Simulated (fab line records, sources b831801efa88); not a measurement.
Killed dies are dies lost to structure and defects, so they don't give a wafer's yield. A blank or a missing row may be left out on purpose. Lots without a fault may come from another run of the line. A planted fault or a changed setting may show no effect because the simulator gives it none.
One fault seen from 2 desks | flow sky130 | each desk has only its own numbers; what lay behind them comes last

THE METROLOGY DESK
What the gauges read, lot by lot, whatever tool the lot ran on: means of the sampled wafers that have a number. A lot is out of limits, marked OUT, if its mean lies more than 4 standard deviations from the usual mean; the brackets give that distance.
Columns: A = VT_ADJUST_LVTN_2_TW at SKY_VT_ADJUST_LVTN_TW_MEAS_21, usual 189.4; B = cd_nm at SKY_SONOS_TUNNEL_CD_MEAS_07, usual 409.6 nm
lot  | first seen here | A              | B
L920 | day 7 17:38     | 189.3          | 413.5
L921 | day 8 01:17     | 189.4          | 408.3
L926 | day 9 13:16     | 29.7 (-53) OUT | -
L933 | day 11 08:40    | 186.8          | 405.1
L936 | day 12 04:56    | 187.7          | 414.6
L937 | day 12 22:53    | 188.4          | 411.5
L939 | day 13 03:38    | 189.6          | 410.1
L940 | day 13 13:02    | 185.1          | 411.0
L941 | day 13 13:40    | 193.1          | 406.6
L942 | day 13 22:28    | 192.4          | 408.1
This desk's finding: out of limits on L926; first on L926, day 9 13:16 (VT_ADJUST_LVTN_2_TW at SKY_VT_ADJUST_LVTN_TW_MEAS_21). In limits: L920, L921, L933, L936, L937, L939, L940, L941, L942.

THE TOOL OWNER'S DESK: plasma_asher-03
The tool's own readings at SKY_VT_ADJUST_LVTN_STRIP_09 (strips in O2/N2): means of the sampled wafers that have a number, for each lot that ran on this tool. A lot is out of limits, marked OUT, if its mean lies more than 4 standard deviations from the usual mean; the brackets give that distance.
Columns: A = drypump_motor_current_A at SKY_VT_ADJUST_LVTN_STRIP_09, usual 6.1 A; B = n2_flow_sccm at SKY_VT_ADJUST_LVTN_STRIP_09, usual 300.1 sccm; C = oes_product_au at SKY_VT_ADJUST_LVTN_STRIP_09, usual 0.722 a.u.; D = strip_time_to_endpoint_s at SKY_VT_ADJUST_LVTN_STRIP_09, usual 36.93 s
lot  | first seen here | A   | B     | C               | D
L921 | day 7 04:58     | 5.7 | 300.3 | 0.722           | 36.98
L926 | day 8 14:56     | 5.5 | 300.1 | 0.939 (+46) OUT | -
L940 | day 12 11:49    | 5.7 | 300.3 | 0.721           | 36.95
L941 | day 12 13:08    | 5.9 | 300.8 | 0.723           | 36.92
L942 | day 12 20:44    | 5.9 | 300.5 | 0.721           | 36.86
This desk's finding: out of limits on L926; first on L926, day 8 14:56 (oes_product_au at SKY_VT_ADJUST_LVTN_STRIP_09). In limits: L921, L940, L941, L942.

PUT TOGETHER
The tool owner's desk could have raised an alarm at day 8 14:56, on L926.
The metrology desk could have raised an alarm at day 9 13:16, on L926.
Of the lots named, all ran SKY_VT_ADJUST_LVTN_STRIP_09 on plasma_asher-03.

WHAT THE SIMULATOR HAD PUT IN
Strip aborted: plasma_asher-03, from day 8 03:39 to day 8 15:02, at SKY_VT_ADJUST_LVTN_STRIP_09. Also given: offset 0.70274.
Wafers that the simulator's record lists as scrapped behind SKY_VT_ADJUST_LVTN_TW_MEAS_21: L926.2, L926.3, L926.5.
Lots struck among those shown: L926.
Hours from the fault's start to each desk's first reading out of limits: the tool owner's desk, 11; the metrology desk, 34.
